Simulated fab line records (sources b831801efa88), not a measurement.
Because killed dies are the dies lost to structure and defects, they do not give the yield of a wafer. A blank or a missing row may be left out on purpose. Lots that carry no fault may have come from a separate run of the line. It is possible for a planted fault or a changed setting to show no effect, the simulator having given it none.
The tool behind it: which one?    flow gf180mcu    Sampling: 13 lots, 39 wafers, 4 of 602 route steps

WHAT THE GAUGES SHOWED, per wafer
GF_V2_THK_MEAS_25: measures by xrf.
lot   measured      on             V2_W_THK (nm)
L568  day 20 14:10  film-metro-03  342 346 349
L569  day 21 13:57  film-metro-03  349 348 349
L571  day 22 04:30  film-metro-01  345 353 350
L570  day 22 09:14  film-metro-04  336 343 338
L572  day 22 16:13  film-metro-01  344 344 343
L573  day 22 20:04  film-metro-03  347 346 351
L574  day 23 11:07  film-metro-03  355 352 355
L580  day 25 07:59  film-metro-04  344 347 346
L581  day 25 12:01  film-metro-04  347 344
L588  day 27 17:28  film-metro-04  343 346 346
L589  day 28 03:29  film-metro-03  344 342 345
L590  day 28 08:48  film-metro-04  346 347 349
L591  day 28 13:26  film-metro-01  344 352 350

WHAT TOOL EACH LOT RAN ON (gives the tool, then ch and the chambers of the sampled wafers, and finally the start)
lot   GF_CONTACT_CMP_27              GF_V1_STRIP_18                        GF_V2_CVD_23
L568  cmp-02 ch 1,3, day 16 08:25    plasma-asher-03 ch 0,1, day 18 08:32  cvd-w-01 ch 0,1, day 20 13:56
L569  cmp-01 ch 0,2,3, day 17 06:26  plasma-asher-01 ch 0,1, day 19 08:20  cvd-w-01 ch 1, day 21 13:43
L571  cmp-02 ch 2,3, day 17 21:09    plasma-asher-01 ch 0,1, day 19 23:59  cvd-w-01 ch 0,1, day 22 04:16
L570  cmp-01 ch 0,1,3, day 18 01:47  plasma-asher-03 ch 0,1, day 20 04:56  cvd-w-02 ch 0,1, day 22 09:01
L572  cmp-01 ch 0,2, day 18 08:28    plasma-asher-04 ch 0, day 20 12:02    cvd-w-02 ch 1, day 22 15:59
L573  cmp-01 ch 1,2,3, day 18 13:56  plasma-asher-04 ch 0,1, day 20 17:17  cvd-w-01 ch 0,1, day 22 19:50
L574  cmp-01 ch 0,2,3, day 19 04:01  plasma-asher-01 ch 0,1, day 21 06:59  cvd-w-01 ch 0,1, day 23 10:53
L580  cmp-01 ch 1,2, day 21 05:24    plasma-asher-03 ch 1, day 23 06:56    cvd-w-01 ch 0,1, day 25 07:46
L581  cmp-02 ch 0,2,3, day 21 09:20  plasma-asher-03 ch 0,1, day 23 10:38  cvd-w-01 ch 0,1, day 25 11:49
L588  cmp-01 ch 0,3, day 23 20:21    plasma-asher-03 ch 0,1, day 25 18:53  cvd-w-01 ch 0,1, day 27 17:14
L589  cmp-01 ch 0,1,2, day 24 06:57  plasma-asher-04 ch 0,1, day 26 05:17  cvd-w-02 ch 0,1, day 28 03:16
L590  cmp-01 ch 1,2, day 24 12:18    plasma-asher-04 ch 0,1, day 26 11:07  cvd-w-01 ch 0,1, day 28 08:35
L591  cmp-02 ch 0,3, day 24 18:34    plasma-asher-04 ch 0,1, day 26 15:56  cvd-w-01 ch 0,1, day 28 13:11
- GF_CONTACT_CMP_27: polishes, stops on SiO2, t overpolish 15 s, target thk 0 nm.
- GF_V1_STRIP_18: strips in O2/N2.
- GF_V2_CVD_23: deposits W, target thk 350 nm, time 104.94 s.

AS READ BY THE TOOLS THEMSELVES (means over the sampled wafers that have a number; for cases with no such wafer, the mark the record gives instead)
GF_CONTACT_CMP_27.
lot   tool    head-pressure-psi (psi)  motor-current-A (A)  overpolish-run-s (s)  time-to-endpoint-s (s)
L568  cmp-02  3.500                    11.4                 14.988                70
L569  cmp-01  3.494                    10.9                 15.010                74
L571  cmp-02  3.498                    10.5                 14.991                73
L570  cmp-01  3.499                    10.8                 15.000                79
L572  cmp-01  3.500                    10.2                 14.999                72
L573  cmp-01  3.504                    11.0                 14.994                73
L574  cmp-01  3.492                    10.9                 15.004                73
L580  cmp-01  3.505                    10.4                 15.007                69
L581  cmp-02  3.497                    10.3                 10.013                87
L588  cmp-01  3.494                    11.4                 14.991                74
L589  cmp-01  3.497                    10.6                 14.993                72
L590  cmp-01  3.500                    10.4                 15.000                67
L591  cmp-02  3.514                    11.2                 15.001                75

GF_V1_STRIP_18.
lot   tool             drypump-motor-current-A (A)  heater-power-w (W)  oes-product-au (a.u.)
L568  plasma-asher-03  5.6                          369                 0.592
L569  plasma-asher-01  5.8                          330                 0.592
L571  plasma-asher-01  5.8                          330                 0.589
L570  plasma-asher-03  5.3                          335                 0.594
L572  plasma-asher-04  5.1                          355                 0.598
L573  plasma-asher-04  5.3                          365                 0.592
L574  plasma-asher-01  5.9                          326                 0.590
L580  plasma-asher-03  4.8                          299                 0.588
L581  plasma-asher-03  5.4                          348                 0.596
L588  plasma-asher-03  5.6                          376                 0.591
L589  plasma-asher-04  5.3                          370                 0.591
L590  plasma-asher-04  5.3                          362                 0.593
L591  plasma-asher-04  5.3                          361                 0.590

GF_V2_CVD_23.
lot   tool      heater-power-w (W)
L568  cvd-w-01  786
L569  cvd-w-01  787
L571  cvd-w-01  790
L570  cvd-w-02  798
L572  cvd-w-02  821
L573  cvd-w-01  791
L574  cvd-w-01  794
L580  cvd-w-01  787
L581  cvd-w-01  794
L588  cvd-w-01  783
L589  cvd-w-02  792
L590  cvd-w-01  791
L591  cvd-w-01  797

THE ANSWER, worked out from the rows above alone
Rule: the lots themselves supply what counts as usual. The widest of any qualifying gaps counts: lots, ordered by their means at a reading, are off when they make up no more than a third of the lots, leave a main group of 4 or more, and stand apart from it by 3 or more times the standard deviation of that group's means. Not used: any main group whose means are identical at the precision the tables above print for the reading. Also off: a lot with no number at a reading for which 4 or more lots have one. Where the step has rows for the other lots, those lots are counted as sound. The gauges are gone through in route order, then the tools' own readings, and for those a lot's mean is taken as printed above. At the first step where some lot is off, the reading lying furthest off is the one used; lots without a number count as furthest.
Off: L581, at GF_CONTACT_CMP_27 (overpolish-run-s). Mean 14.998 s and standard deviation 0.0066 in the main group.
A tool fits if, at that step or a process step before it, it ran every lot that is off, and no sound lot after the first of them. Of those tried, none fits.

WHAT THE SIMULATOR HAD INSERTED
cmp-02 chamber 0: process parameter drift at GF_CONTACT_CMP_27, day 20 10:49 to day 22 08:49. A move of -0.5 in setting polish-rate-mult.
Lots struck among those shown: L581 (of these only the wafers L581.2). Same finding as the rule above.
